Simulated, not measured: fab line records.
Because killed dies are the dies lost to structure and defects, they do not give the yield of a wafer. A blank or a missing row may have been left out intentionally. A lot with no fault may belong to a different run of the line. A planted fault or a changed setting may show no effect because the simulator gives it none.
The tool behind it: which one? / flow gf180mcu / Sampling: 15 lots, 45 wafers, 5 of 602 route steps

## WHAT EACH GAUGE READ, for each wafer
GF_V1_THK_MEAS_25: measures by xrf. Usual: V1_W_THK typically reads 351 nm, with standard deviation 4.4.
lot=L863; measured=day 18 06:26; on=filmMetro-02; V1_W_THK (nm)=349 346 344; flag=
lot=L865; measured=day 19 00:17; on=filmMetro-02; V1_W_THK (nm)=355 355 357; flag=
lot=L866; measured=day 19 13:25; on=filmMetro-04; V1_W_THK (nm)=344 351 353; flag=
lot=L867; measured=day 20 04:01; on=filmMetro-02; V1_W_THK (nm)=355 356 355; flag=
lot=L869; measured=day 21 01:49; on=filmMetro-01; V1_W_THK (nm)=352 347 352; flag=
lot=L871; measured=day 21 08:46; on=filmMetro-01; V1_W_THK (nm)=346 348 345; flag=
lot=L875; measured=day 22 22:58; on=filmMetro-04; V1_W_THK (nm)=348 351 346; flag=
lot=L876; measured=day 23 08:35; on=filmMetro-02; V1_W_THK (nm)=354 356 358; flag=
lot=L877; measured=day 23 11:52; on=filmMetro-02; V1_W_THK (nm)=357 350 358; flag=
lot=L879; measured=day 23 22:46; on=filmMetro-02; V1_W_THK (nm)=353 355 357; flag=
lot=L880; measured=day 24 07:05; on=filmMetro-04; V1_W_THK (nm)=344 350 347; flag=
lot=L881; measured=day 24 18:35; on=filmMetro-02; V1_W_THK (nm)=358 355 357; flag=
lot=L882; measured=day 25 04:30; on=filmMetro-01; V1_W_THK (nm)=350 350 355; flag=
lot=L884; measured=day 25 16:23; on=filmMetro-02; V1_W_THK (nm)=357 356 353; flag=
lot=L886; measured=day 26 12:59; on=filmMetro-02; V1_W_THK (nm)=351 347 348; flag=

GF_M2_THK_MEAS_06: measures by xrf. Usual: M2_ALCU_THK typically reads 448 nm, with standard deviation 4.3.
lot=L863; measured=day 18 07:08; on=filmMetro-02; M2_ALCU_THK (nm)=448 447 451; flag=
lot=L865; measured=day 19 00:59; on=filmMetro-01; M2_ALCU_THK (nm)=495 495 496; flag=OFF
lot=L866; measured=day 19 14:07; on=filmMetro-03; M2_ALCU_THK (nm)=499 494 496; flag=OFF
lot=L867; measured=day 20 04:43; on=filmMetro-02; M2_ALCU_THK (nm)=498 493 492; flag=OFF
lot=L869; measured=day 21 02:31; on=filmMetro-01; M2_ALCU_THK (nm)=452 448 456; flag=
lot=L871; measured=day 21 09:28; on=filmMetro-03; M2_ALCU_THK (nm)=447 442 446; flag=
lot=L875; measured=day 22 23:40; on=filmMetro-03; M2_ALCU_THK (nm)=451 452 448; flag=
lot=L876; measured=day 23 09:17; on=filmMetro-01; M2_ALCU_THK (nm)=451 455 451; flag=
lot=L877; measured=day 23 12:52; on=filmMetro-03; M2_ALCU_THK (nm)=449 442 447; flag=
lot=L879; measured=day 23 23:28; on=filmMetro-02; M2_ALCU_THK (nm)=449 450 445; flag=
lot=L880; measured=day 24 07:47; on=filmMetro-01; M2_ALCU_THK (nm)=455 454 450; flag=
lot=L881; measured=day 24 19:17; on=filmMetro-02; M2_ALCU_THK (nm)=441 440 439; flag=
lot=L882; measured=day 25 05:12; on=filmMetro-02; M2_ALCU_THK (nm)=451 449 450; flag=
lot=L884; measured=day 25 17:05; on=filmMetro-02; M2_ALCU_THK (nm)=446 444 449; flag=
lot=L886; measured=day 26 13:41; on=filmMetro-03; M2_ALCU_THK (nm)=443 440 441; flag=

## EACH LOT AND THE TOOL THAT RAN IT (in order: tool; ch and the chambers of the sampled wafers; start)
lot=L863; GF_V1_STRIP_18=plasmaAsher-02 ch 0,1, day 18 05:32; GF_M2_SPUTTER_01=pvdSputter-04, day 18 06:52; GF_M2_SPUTTER_04=pvdSputter-04, day 18 06:57
lot=L865; GF_V1_STRIP_18=plasmaAsher-02 ch 1, day 18 23:25; GF_M2_SPUTTER_01=pvdSputter-04, day 19 00:44; GF_M2_SPUTTER_04=pvdSputter-04, day 19 00:49
lot=L866; GF_V1_STRIP_18=plasmaAsher-02 ch 0,1, day 19 12:32; GF_M2_SPUTTER_01=pvdSputter-04, day 19 13:52; GF_M2_SPUTTER_04=pvdSputter-04, day 19 13:56
lot=L867; GF_V1_STRIP_18=plasmaAsher-03 ch 0,1, day 20 03:01; GF_M2_SPUTTER_01=pvdSputter-04, day 20 04:28; GF_M2_SPUTTER_04=pvdSputter-04, day 20 04:32
lot=L869; GF_V1_STRIP_18=plasmaAsher-01 ch 0,1, day 21 00:28; GF_M2_SPUTTER_01=pvdSputter-04, day 21 02:17; GF_M2_SPUTTER_04=pvdSputter-04, day 21 02:22
lot=L871; GF_V1_STRIP_18=plasmaAsher-01 ch 0,1, day 21 07:34; GF_M2_SPUTTER_01=pvdSputter-02, day 21 09:14; GF_M2_SPUTTER_04=pvdSputter-02, day 21 09:19
lot=L875; GF_V1_STRIP_18=plasmaAsher-02 ch 0,1, day 22 21:59; GF_M2_SPUTTER_01=pvdSputter-04, day 22 23:25; GF_M2_SPUTTER_04=pvdSputter-04, day 22 23:30
lot=L876; GF_V1_STRIP_18=plasmaAsher-03 ch 0,1, day 23 07:36; GF_M2_SPUTTER_01=pvdSputter-03, day 23 09:03; GF_M2_SPUTTER_04=pvdSputter-03, day 23 09:08
lot=L877; GF_V1_STRIP_18=plasmaAsher-03 ch 0,1, day 23 10:36; GF_M2_SPUTTER_01=pvdSputter-03, day 23 12:38; GF_M2_SPUTTER_04=pvdSputter-03, day 23 12:43
lot=L879; GF_V1_STRIP_18=plasmaAsher-02 ch 0,1, day 23 21:34; GF_M2_SPUTTER_01=pvdSputter-04, day 23 23:14; GF_M2_SPUTTER_04=pvdSputter-04, day 23 23:19
lot=L880; GF_V1_STRIP_18=plasmaAsher-01 ch 0,1, day 24 06:13; GF_M2_SPUTTER_01=pvdSputter-03, day 24 07:32; GF_M2_SPUTTER_04=pvdSputter-03, day 24 07:37
lot=L881; GF_V1_STRIP_18=plasmaAsher-02 ch 0,1, day 24 17:43; GF_M2_SPUTTER_01=pvdSputter-04, day 24 19:03; GF_M2_SPUTTER_04=pvdSputter-04, day 24 19:08
lot=L882; GF_V1_STRIP_18=plasmaAsher-02 ch 0,1, day 25 03:39; GF_M2_SPUTTER_01=pvdSputter-03, day 25 04:56; GF_M2_SPUTTER_04=pvdSputter-03, day 25 05:01
lot=L884; GF_V1_STRIP_18=plasmaAsher-03 ch 0, day 25 15:31; GF_M2_SPUTTER_01=pvdSputter-03, day 25 16:50; GF_M2_SPUTTER_04=pvdSputter-03, day 25 16:55
lot=L886; GF_V1_STRIP_18=plasmaAsher-01 ch 0,1, day 26 12:07; GF_M2_SPUTTER_01=pvdSputter-04, day 26 13:27; GF_M2_SPUTTER_04=pvdSputter-04, day 26 13:32
- GF_V1_STRIP_18: strips in O2/N2.
- GF_M2_SPUTTER_01: material TiN, target thk 30 nm, time 25 s.
- GF_M2_SPUTTER_04: material TiN, target thk 50 nm, time 41.7 s.

## AS READ BY THE TOOLS THEMSELVES (means over the sampled wafers that have a number; for cases with no such wafer, the mark the record gives instead)
GF_V1_STRIP_18. Usual: drypumpMotorCurrentA 5.4 A, standard deviation 0.68; heaterPowerW 320 W, standard deviation 33; oesProductAu 0.593 a.u., standard deviation 0.0048.
lot=L863; tool=plasmaAsher-02; drypumpMotorCurrentA (A)=5.8; heaterPowerW (W)=337; oesProductAu (a.u.)=0.594; flag=
lot=L865; tool=plasmaAsher-02; drypumpMotorCurrentA (A)=4.7; heaterPowerW (W)=270; oesProductAu (a.u.)=0.596; flag=
lot=L866; tool=plasmaAsher-02; drypumpMotorCurrentA (A)=5.3; heaterPowerW (W)=299; oesProductAu (a.u.)=0.594; flag=
lot=L867; tool=plasmaAsher-03; drypumpMotorCurrentA (A)=5.1; heaterPowerW (W)=327; oesProductAu (a.u.)=0.590; flag=
lot=L869; tool=plasmaAsher-01; drypumpMotorCurrentA (A)=5.5; heaterPowerW (W)=317; oesProductAu (a.u.)=0.594; flag=
lot=L871; tool=plasmaAsher-01; drypumpMotorCurrentA (A)=5.6; heaterPowerW (W)=331; oesProductAu (a.u.)=0.590; flag=
lot=L875; tool=plasmaAsher-02; drypumpMotorCurrentA (A)=5.8; heaterPowerW (W)=327; oesProductAu (a.u.)=0.599; flag=
lot=L876; tool=plasmaAsher-03; drypumpMotorCurrentA (A)=5.1; heaterPowerW (W)=328; oesProductAu (a.u.)=0.588; flag=
lot=L877; tool=plasmaAsher-03; drypumpMotorCurrentA (A)=5.1; heaterPowerW (W)=328; oesProductAu (a.u.)=0.596; flag=
lot=L879; tool=plasmaAsher-02; drypumpMotorCurrentA (A)=5.3; heaterPowerW (W)=298; oesProductAu (a.u.)=0.595; flag=
lot=L880; tool=plasmaAsher-01; drypumpMotorCurrentA (A)=5.5; heaterPowerW (W)=314; oesProductAu (a.u.)=0.592; flag=
lot=L881; tool=plasmaAsher-02; drypumpMotorCurrentA (A)=5.3; heaterPowerW (W)=298; oesProductAu (a.u.)=0.589; flag=
lot=L882; tool=plasmaAsher-02; drypumpMotorCurrentA (A)=5.8; heaterPowerW (W)=325; oesProductAu (a.u.)=0.596; flag=
lot=L884; tool=plasmaAsher-03; drypumpMotorCurrentA (A)=4.8; heaterPowerW (W)=326; oesProductAu (a.u.)=0.592; flag=
lot=L886; tool=plasmaAsher-01; drypumpMotorCurrentA (A)=5.6; heaterPowerW (W)=336; oesProductAu (a.u.)=0.592; flag=

GF_M2_SPUTTER_01. Usual: cathodeDcPowerW 6500.0 W, standard deviation 1.2; chamberPressurePa 0.4000 Pa, standard deviation 0.00079; throttleValvePct 30.4 %, standard deviation 1.5.
lot=L863; tool=pvdSputter-04; cathodeDcPowerW (W)=6500.4; chamberPressurePa (Pa)=0.3997; throttleValvePct (%)=32.4; flag=
lot=L865; tool=pvdSputter-04; cathodeDcPowerW (W)=6499.4; chamberPressurePa (Pa)=0.4004; throttleValvePct (%)=30.9; flag=
lot=L866; tool=pvdSputter-04; cathodeDcPowerW (W)=6499.1; chamberPressurePa (Pa)=0.4000; throttleValvePct (%)=32.3; flag=
lot=L867; tool=pvdSputter-04; cathodeDcPowerW (W)=6500.2; chamberPressurePa (Pa)=0.4000; throttleValvePct (%)=31.4; flag=
lot=L869; tool=pvdSputter-04; cathodeDcPowerW (W)=6500.3; chamberPressurePa (Pa)=0.3995; throttleValvePct (%)=30.9; flag=
lot=L871; tool=pvdSputter-02; cathodeDcPowerW (W)=6500.1; chamberPressurePa (Pa)=0.4002; throttleValvePct (%)=29.9; flag=
lot=L875; tool=pvdSputter-04; cathodeDcPowerW (W)=6500.9; chamberPressurePa (Pa)=0.3999; throttleValvePct (%)=30.0; flag=
lot=L876; tool=pvdSputter-03; cathodeDcPowerW (W)=6500.4; chamberPressurePa (Pa)=0.3998; throttleValvePct (%)=30.2; flag=
lot=L877; tool=pvdSputter-03; cathodeDcPowerW (W)=6500.1; chamberPressurePa (Pa)=0.3994; throttleValvePct (%)=30.1; flag=
lot=L879; tool=pvdSputter-04; cathodeDcPowerW (W)=6500.1; chamberPressurePa (Pa)=0.4000; throttleValvePct (%)=30.8; flag=
lot=L880; tool=pvdSputter-03; cathodeDcPowerW (W)=6500.9; chamberPressurePa (Pa)=0.4007; throttleValvePct (%)=29.6; flag=
lot=L881; tool=pvdSputter-04; cathodeDcPowerW (W)=6500.5; chamberPressurePa (Pa)=0.4003; throttleValvePct (%)=30.9; flag=
lot=L882; tool=pvdSputter-03; cathodeDcPowerW (W)=6499.5; chamberPressurePa (Pa)=0.4003; throttleValvePct (%)=30.1; flag=
lot=L884; tool=pvdSputter-03; cathodeDcPowerW (W)=6501.0; chamberPressurePa (Pa)=0.3995; throttleValvePct (%)=30.1; flag=
lot=L886; tool=pvdSputter-04; cathodeDcPowerW (W)=6500.1; chamberPressurePa (Pa)=0.4008; throttleValvePct (%)=29.9; flag=

GF_M2_SPUTTER_04. Usual: cathodeDcPowerW 6500.1 W, standard deviation 1.3; chamberPressurePa 0.3999 Pa, standard deviation 0.00078; throttleValvePct 30.4 %, standard deviation 1.4.
lot=L863; tool=pvdSputter-04; cathodeDcPowerW (W)=6499.6; chamberPressurePa (Pa)=0.3989; throttleValvePct (%)=32.4; flag=
lot=L865; tool=pvdSputter-04; cathodeDcPowerW (W)=-; chamberPressurePa (Pa)=-; throttleValvePct (%)=-; flag=OFF
lot=L866; tool=pvdSputter-04; cathodeDcPowerW (W)=-; chamberPressurePa (Pa)=-; throttleValvePct (%)=-; flag=OFF
lot=L867; tool=pvdSputter-04; cathodeDcPowerW (W)=-; chamberPressurePa (Pa)=-; throttleValvePct (%)=-; flag=OFF
lot=L869; tool=pvdSputter-04; cathodeDcPowerW (W)=6500.1; chamberPressurePa (Pa)=0.4003; throttleValvePct (%)=30.8; flag=
lot=L871; tool=pvdSputter-02; cathodeDcPowerW (W)=6500.8; chamberPressurePa (Pa)=0.4004; throttleValvePct (%)=29.7; flag=
lot=L875; tool=pvdSputter-04; cathodeDcPowerW (W)=6500.1; chamberPressurePa (Pa)=0.3997; throttleValvePct (%)=30.0; flag=
lot=L876; tool=pvdSputter-03; cathodeDcPowerW (W)=6500.4; chamberPressurePa (Pa)=0.3998; throttleValvePct (%)=30.1; flag=
lot=L877; tool=pvdSputter-03; cathodeDcPowerW (W)=6499.2; chamberPressurePa (Pa)=0.3997; throttleValvePct (%)=30.2; flag=
lot=L879; tool=pvdSputter-04; cathodeDcPowerW (W)=6500.0; chamberPressurePa (Pa)=0.3998; throttleValvePct (%)=30.7; flag=
lot=L880; tool=pvdSputter-03; cathodeDcPowerW (W)=6499.3; chamberPressurePa (Pa)=0.3995; throttleValvePct (%)=29.8; flag=
lot=L881; tool=pvdSputter-04; cathodeDcPowerW (W)=6498.7; chamberPressurePa (Pa)=0.3997; throttleValvePct (%)=30.9; flag=
lot=L882; tool=pvdSputter-03; cathodeDcPowerW (W)=6499.8; chamberPressurePa (Pa)=0.4003; throttleValvePct (%)=30.2; flag=
lot=L884; tool=pvdSputter-03; cathodeDcPowerW (W)=6501.8; chamberPressurePa (Pa)=0.4000; throttleValvePct (%)=30.0; flag=
lot=L886; tool=pvdSputter-04; cathodeDcPowerW (W)=6500.3; chamberPressurePa (Pa)=0.4002; throttleValvePct (%)=29.8; flag=

## THE ANSWER, worked out from the rows above alone
Rule: a lot is off if the mean of its wafers that have a number lies more than 3 standard deviations from the usual mean. A lot without any number at a reading at which 4 lots or more have one is off too. The other lots that the step has rows for count as sound. After the gauges, taken in route order, come the tools' own readings; for these a lot's mean is taken, as printed above. At the first step where some lot is off, the reading lying furthest off is the one used; lots without a number count as furthest.
Off: L865, L866, L867, at GF_M2_THK_MEAS_06 (M2_ALCU_THK).
If a tool, at a process step before that reading, ran all the lots that are off and no sound lot after the first of them, it fits. Not tried: the gauges at GF_M2_THK_MEAS_06; whatever is off there is also off at GF_M2_SPUTTER_04, on other tools, and gauge error can't account for it. Of those tried, none fits.

## WHAT THE SIMULATOR HAD INSERTED
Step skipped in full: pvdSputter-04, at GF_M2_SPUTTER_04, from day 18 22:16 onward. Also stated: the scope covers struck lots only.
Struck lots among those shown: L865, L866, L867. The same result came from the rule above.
